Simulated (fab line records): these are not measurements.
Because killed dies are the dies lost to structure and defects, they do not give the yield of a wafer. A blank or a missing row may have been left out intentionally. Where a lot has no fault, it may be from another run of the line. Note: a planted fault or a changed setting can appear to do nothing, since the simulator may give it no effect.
Which tool is to blame? ; flow gf180mcu ; 24 lots with 72 wafers sampled at 6 steps, on a route of 602 steps

== WHAT EACH GAUGE READ, for each wafer ==
GF_V5_THK_MEAS_03.
lot;measured;on;V5_CVD_02_THK (nm)
L074;day 26 03:45;filmMetro-01;1462 1466 1454
L075;day 26 12:10;filmMetro-01;1443 1474 1458
L076;day 26 20:11;filmMetro-04;1415 1450 1462
L077;day 27 07:24;filmMetro-03;1448 1427 1473
L078;day 27 17:16;filmMetro-01;1425 1420 1446
L079;day 28 04:46;filmMetro-03;1415 1425 1445
L080;day 28 13:26;filmMetro-04;1469 1461 1494
L081;day 28 19:13;filmMetro-03;1442 1473 1477
L082;day 29 10:32;filmMetro-03;1444 1432 1469
L083;day 29 15:55;filmMetro-04;1444 1468 1477
L084;day 29 16:09;filmMetro-01;1434 1432 1458
L085;day 29 19:42;filmMetro-01;1441 1455 1457
L086;day 30 01:55;filmMetro-01;1448 1470 1460
L087;day 30 10:09;filmMetro-01;1426 1430 1459
L088;day 30 16:10;filmMetro-04;1441 1409 1450
L089;day 31 00:36;filmMetro-03;1422 1439 1442
L090;day 31 03:39;filmMetro-01;1426 1411 1458
L091;day 31 09:25;filmMetro-04;1460 1435 1467
L092;day 31 15:08;filmMetro-03;1403 1415 1443
L093;day 32 00:00;filmMetro-01;1428 1417 1450
L094;day 32 05:16;filmMetro-04;1438 1449 1425
L096;day 32 20:48;filmMetro-01;1442 1468 1472
L095;day 32 21:01;filmMetro-04;1436 1465 1444
L097;day 32 22:16;filmMetro-01;1425 1465 1448

GF_TOP_METAL_CD_MEAS_14: target cd 440 nm.
lot;measured;on;cdNm (nm)
L074;day 27 22:30;cdSem-02;439.5 437.3 439.5
L075;day 28 05:55;cdSem-02;441.1 442.1 440.2
L076;day 28 13:34;cdSem-01;443.6 442.9 445.0
L077;day 29 00:49;cdSem-02;437.2 438.4 437.8
L078;day 29 10:18;cdSem-01;435.3 435.1 436.8
L079;day 29 22:54;cdSem-01;442.0 440.8 438.9
L080;day 30 07:50;cdSem-01;443.2 441.7 442.1
L081;day 30 10:29;cdSem-01;442.2 443.4 443.9
L082;day 31 02:28;cdSem-02;433.0 436.9 436.1
L083;day 31 06:16;cdSem-01;438.3 440.2 440.4
L084;day 31 06:34;cdSem-01;438.7 438.0 437.9
L085;day 31 10:27;cdSem-02;439.7 441.1 439.4
L086;day 31 16:14;cdSem-01;438.5 441.1 438.0
L087;day 31 23:40;cdSem-02;440.4 438.9 439.1
L088;day 32 05:07;cdSem-02;436.1 433.5 437.1
L089;day 32 12:44;cdSem-01;443.4 443.1 443.1
L090;day 32 14:34;cdSem-01;438.0 436.2 439.0
L091;day 32 21:34;cdSem-01;437.1 439.2 437.4
L092;day 33 01:54;cdSem-02;439.9 440.7 439.8
L093;day 33 10:40;cdSem-02;440.2 440.3 441.5
L094;day 33 15:38;cdSem-01;438.7 436.7 440.2
L096;day 34 05:34;cdSem-01;438.6 439.4 437.4
L095;day 34 06:25;cdSem-01;441.3 440.1 442.3
L097;day 34 06:32;cdSem-02;440.1 443.8 443.5

== WHICH TOOL RAN EACH LOT (tool, then ch and the chambers of the sampled wafers, then the start) ==
lot;GF_MIM_STRIP_20;GF_M5_METAL_ETCH_10;GF_M5_STRIP_11;GF_TOP_METAL_SPUTTER_00
L074;plasmaAsher-04 ch 0,1, day 25 04:25;rieMetal-02 ch 0,1, day 26 02:54;plasmaAsher-04 ch 0,1, day 26 03:01;pvdSputter-03, day 27 02:23
L075;plasmaAsher-04 ch 0,1, day 25 13:52;rieMetal-02 ch 0,1, day 26 11:20;plasmaAsher-04 ch 0,1, day 26 11:26;pvdSputter-01, day 27 10:28
L076;plasmaAsher-04 ch 0,1, day 25 22:16;rieMetal-04 ch 0,1, day 26 19:21;plasmaAsher-04 ch 0,1, day 26 19:28;pvdSputter-04, day 27 17:33
L077;plasmaAsher-01 ch 0,1, day 26 10:07;rieMetal-04 ch 0, day 27 06:32;plasmaAsher-02 ch 0,1, day 27 06:39;pvdSputter-03, day 28 05:24
L078;plasmaAsher-04 ch 1, day 26 20:23;rieMetal-02 ch 0,1, day 27 16:23;plasmaAsher-04 ch 0,1, day 27 16:30;pvdSputter-04, day 28 14:46
L079;plasmaAsher-01 ch 0,1, day 27 07:13;rieMetal-02 ch 0, day 28 03:50;plasmaAsher-02 ch 0,1, day 28 04:01;pvdSputter-01, day 29 02:23
L080;plasmaAsher-02 ch 0,1, day 27 16:35;rieMetal-04 ch 0,1, day 28 12:32;plasmaAsher-02 ch 0,1, day 28 12:38;pvdSputter-01, day 29 11:06
L081;plasmaAsher-02 ch 0,1, day 27 22:27;rieMetal-03 ch 0,1, day 28 18:20;plasmaAsher-02 ch 0,1, day 28 18:26;pvdSputter-03, day 29 16:12
L082;plasmaAsher-02 ch 0,1, day 28 13:23;rieMetal-02 ch 0,1, day 29 09:20;plasmaAsher-04 ch 0,1, day 29 09:27;pvdSputter-01, day 30 09:10
L083;plasmaAsher-02 ch 0,1, day 28 19:19;rieMetal-03 ch 0,1, day 29 15:02;plasmaAsher-04 ch 0,1, day 29 15:09;pvdSputter-01, day 30 11:49
L084;plasmaAsher-01 ch 0,1, day 28 19:49;rieMetal-02 ch 0,1, day 29 15:17;plasmaAsher-03 ch 0,1, day 29 15:23;pvdSputter-04, day 30 12:07
L085;plasmaAsher-01 ch 0,1, day 28 23:41;rieMetal-03 ch 0,1, day 29 18:51;plasmaAsher-03 ch 0,1, day 29 18:58;pvdSputter-04, day 30 16:15
L086;plasmaAsher-04 ch 0,1, day 29 05:21;rieMetal-04 ch 1, day 30 00:55;plasmaAsher-02 ch 0,1, day 30 01:09;pvdSputter-03, day 30 21:48
L087;plasmaAsher-04 ch 0,1, day 29 14:04;rieMetal-03 ch 0,1, day 30 09:13;plasmaAsher-02 ch 0,1, day 30 09:20;pvdSputter-03, day 31 05:56
L088;plasmaAsher-02 ch 0,1, day 29 22:43;rieMetal-04 ch 1, day 30 15:11;plasmaAsher-04 ch 0,1, day 30 15:25;pvdSputter-04, day 31 11:39
L089;plasmaAsher-02 ch 0,1, day 30 04:48;rieMetal-03 ch 0,1, day 30 23:44;plasmaAsher-04 ch 0, day 30 23:50;pvdSputter-04, day 31 19:51
L090;plasmaAsher-04 ch 0,1, day 30 09:08;rieMetal-03 ch 0,1, day 31 02:47;plasmaAsher-04 ch 0,1, day 31 02:53;pvdSputter-03, day 31 22:23
L091;plasmaAsher-01 ch 0,1, day 30 13:41;rieMetal-02 ch 1, day 31 08:32;plasmaAsher-04 ch 0,1, day 31 08:38;pvdSputter-04, day 32 05:26
L092;plasmaAsher-02 ch 0,1, day 30 19:34;rieMetal-02 ch 0,1, day 31 14:14;plasmaAsher-04 ch 0,1, day 31 14:21;pvdSputter-01, day 32 09:45
L093;plasmaAsher-02 ch 0,1, day 31 05:20;rieMetal-02 ch 0,1, day 31 23:08;plasmaAsher-03 ch 0,1, day 31 23:15;pvdSputter-04, day 32 18:23
L094;plasmaAsher-01 ch 0,1, day 31 10:46;rieMetal-03 ch 0,1, day 32 04:23;plasmaAsher-03 ch 0,1, day 32 04:31;pvdSputter-04, day 32 23:13
L096;plasmaAsher-01 ch 0,1, day 32 02:43;rieMetal-03 ch 1, day 32 19:56;plasmaAsher-04 ch 0, day 32 20:02;pvdSputter-04, day 33 14:30
L095;plasmaAsher-04 ch 0,1, day 32 02:49;rieMetal-02 ch 0,1, day 32 20:08;plasmaAsher-03 ch 0,1, day 32 20:15;pvdSputter-01, day 33 15:00
L097;plasmaAsher-01 ch 0,1, day 32 05:01;rieMetal-04 ch 0,1, day 32 21:26;plasmaAsher-04 ch 0,1, day 32 21:32;pvdSputter-04, day 33 15:26
- GF_MIM_STRIP_20: strips in O2/N2.
- GF_M5_METAL_ETCH_10: etches the open film in Cl2/BCl3, stops on SiO2, target depth 627.5 nm, time 104.6 s.
- GF_M5_STRIP_11: strips in O2/N2.
- GF_TOP_METAL_SPUTTER_00: material Ti, target thk 37.5 nm, time 150 s.

== AS READ BY THE TOOLS THEMSELVES (means over the sampled wafers that have a number; for cases with no such wafer, the mark the record gives instead) ==
GF_MIM_STRIP_20.
lot;tool;drypumpMotorCurrentA (A);heaterPowerW (W);oesProductAu (a.u.);stripTimeToEndpointS (s)
L074;plasmaAsher-04;6.0;295;0.692;11.17
L075;plasmaAsher-04;5.7;303;0.686;11.22
L076;plasmaAsher-04;6.0;296;0.687;11.20
L077;plasmaAsher-01;5.3;356;0.685;11.21
L078;plasmaAsher-04;6.4;289;0.688;11.18
L079;plasmaAsher-01;5.3;356;0.689;11.17
L080;plasmaAsher-02;6.0;381;0.685;11.13
L081;plasmaAsher-02;6.1;394;0.688;11.19
L082;plasmaAsher-02;6.0;378;0.696;11.24
L083;plasmaAsher-02;6.2;391;0.692;11.18
L084;plasmaAsher-01;5.3;359;0.688;11.17
L085;plasmaAsher-01;5.3;362;0.698;11.23
L086;plasmaAsher-04;5.7;306;0.693;11.19
L087;plasmaAsher-04;6.0;299;0.694;11.15
L088;plasmaAsher-02;6.0;385;0.691;11.18
L089;plasmaAsher-02;6.0;385;0.691;11.23
L090;plasmaAsher-04;5.7;310;0.693;11.19
L091;plasmaAsher-01;5.3;363;0.692;11.24
L092;plasmaAsher-02;6.1;395;0.694;11.20
L093;plasmaAsher-02;6.2;398;0.695;11.22
L094;plasmaAsher-01;5.3;361;0.695;11.22
L096;plasmaAsher-01;5.3;357;0.689;11.17
L095;plasmaAsher-04;5.7;309;0.690;11.18
L097;plasmaAsher-01;5.3;359;0.696;11.24

GF_M5_METAL_ETCH_10.
lot;tool;drypumpMotorCurrentA (A);oesProductAu (a.u.);throttleValvePct (%)
L074;rieMetal-02;5.53;0.971;28.253
L075;rieMetal-02;5.57;0.961;28.254
L076;rieMetal-04;5.58;0.971;28.238
L077;rieMetal-04;6.19;0.968;28.254
L078;rieMetal-02;5.57;0.972;28.254
L079;rieMetal-02;5.53;0.966;28.260
L080;rieMetal-04;5.88;0.971;28.250
L081;rieMetal-03;5.49;0.966;28.251
L082;rieMetal-02;5.59;0.967;28.258
L083;rieMetal-03;5.49;0.966;28.256
L084;rieMetal-02;5.57;0.968;28.245
L085;rieMetal-03;5.68;0.971;28.267
L086;rieMetal-04;5.29;0.980;28.239
L087;rieMetal-03;5.66;0.978;28.239
L088;rieMetal-04;5.27;0.974;28.250
L089;rieMetal-03;5.51;0.976;28.255
L090;rieMetal-03;5.48;0.975;28.238
L091;rieMetal-02;5.60;0.961;28.252
L092;rieMetal-02;5.54;0.972;28.252
L093;rieMetal-02;5.60;0.968;28.258
L094;rieMetal-03;5.50;0.968;28.259
L096;rieMetal-03;5.84;0.968;28.252
L095;rieMetal-02;5.56;0.976;28.252
L097;rieMetal-04;5.59;0.970;28.258

GF_M5_STRIP_11.
lot;tool;drypumpMotorCurrentA (A);heaterPowerW (W);oesProductAu (a.u.);stripTimeToEndpointS (s)
L074;plasmaAsher-04;5.7;306;0.544;7.522
L075;plasmaAsher-04;5.7;306;0.542;7.500
L076;plasmaAsher-04;5.7;301;0.544;7.519
L077;plasmaAsher-02;6.2;394;0.543;7.491
L078;plasmaAsher-04;5.7;307;0.541;7.461
L079;plasmaAsher-02;6.2;399;0.536;7.480
L080;plasmaAsher-02;6.2;398;0.544;7.523
L081;plasmaAsher-02;6.0;385;0.543;7.523
L082;plasmaAsher-04;5.7;305;0.540;7.536
L083;plasmaAsher-04;5.7;304;0.543;7.496
L084;plasmaAsher-03;6.0;334;0.541;7.503
L085;plasmaAsher-03;6.0;345;0.543;7.472
L086;plasmaAsher-02;6.0;391;0.538;7.468
L087;plasmaAsher-02;6.0;375;0.540;7.484
L088;plasmaAsher-04;5.7;307;0.546;7.523
L089;plasmaAsher-04;5.3;314;0.539;7.507
L090;plasmaAsher-04;5.7;304;0.541;7.519
L091;plasmaAsher-04;6.0;299;0.537;7.499
L092;plasmaAsher-04;5.7;309;0.544;7.536
L093;plasmaAsher-03;6.0;369;0.544;7.480
L094;plasmaAsher-03;6.0;366;0.544;7.513
L096;plasmaAsher-04;5.3;319;0.545;7.493
L095;plasmaAsher-03;6.0;345;0.542;7.542
L097;plasmaAsher-04;6.1;295;0.545;7.501

GF_TOP_METAL_SPUTTER_00.
lot;tool;substrateTempC (C);throttleValvePct (%)
L074;pvdSputter-03;200.06;29.7
L075;pvdSputter-01;200.04;30.4
L076;pvdSputter-04;200.02;31.0
L077;pvdSputter-03;200.01;29.6
L078;pvdSputter-04;199.89;30.6
L079;pvdSputter-01;200.19;30.2
L080;pvdSputter-01;200.06;30.5
L081;pvdSputter-03;199.97;30.1
L082;pvdSputter-01;200.26;30.4
L083;pvdSputter-01;199.97;30.1
L084;pvdSputter-04;200.05;30.8
L085;pvdSputter-04;200.05;30.6
L086;pvdSputter-03;199.98;30.0
L087;pvdSputter-03;199.95;29.9
L088;pvdSputter-04;200.00;31.0
L089;pvdSputter-04;200.00;30.6
L090;pvdSputter-03;200.02;30.3
L091;pvdSputter-04;200.10;30.5
L092;pvdSputter-01;199.81;30.5
L093;pvdSputter-04;200.00;30.7
L094;pvdSputter-04;200.01;30.2
L096;pvdSputter-04;200.07;30.6
L095;pvdSputter-01;200.08;29.6
L097;pvdSputter-04;199.98;31.1

== THE ANSWER, worked out from the rows above alone ==
Rule: what is usual is taken from the lots themselves. Put in order of their means at a reading, lots are off if they are a third of the lots or fewer, leave a main group of 4 or more, and stand apart from it by a gap of 3 or more times the standard deviation of the main group's means; of several such gaps the widest counts. A main group is skipped when, at the precision printed for the reading in the tables above, its means are all equal. Also off: a lot with no number at a reading for which 4 or more lots have one. All remaining lots with rows at the step are treated as sound. After the gauges, taken in route order, come the tools' own readings; for these a lot's mean is taken, as printed above. At the first step where some lot is off, the reading lying furthest off is the one used; lots without a number count as furthest.
No lot is off at any reading shown: from this, nothing can be told.

== WHAT WAS PUT IN BY THE SIMULATOR ==
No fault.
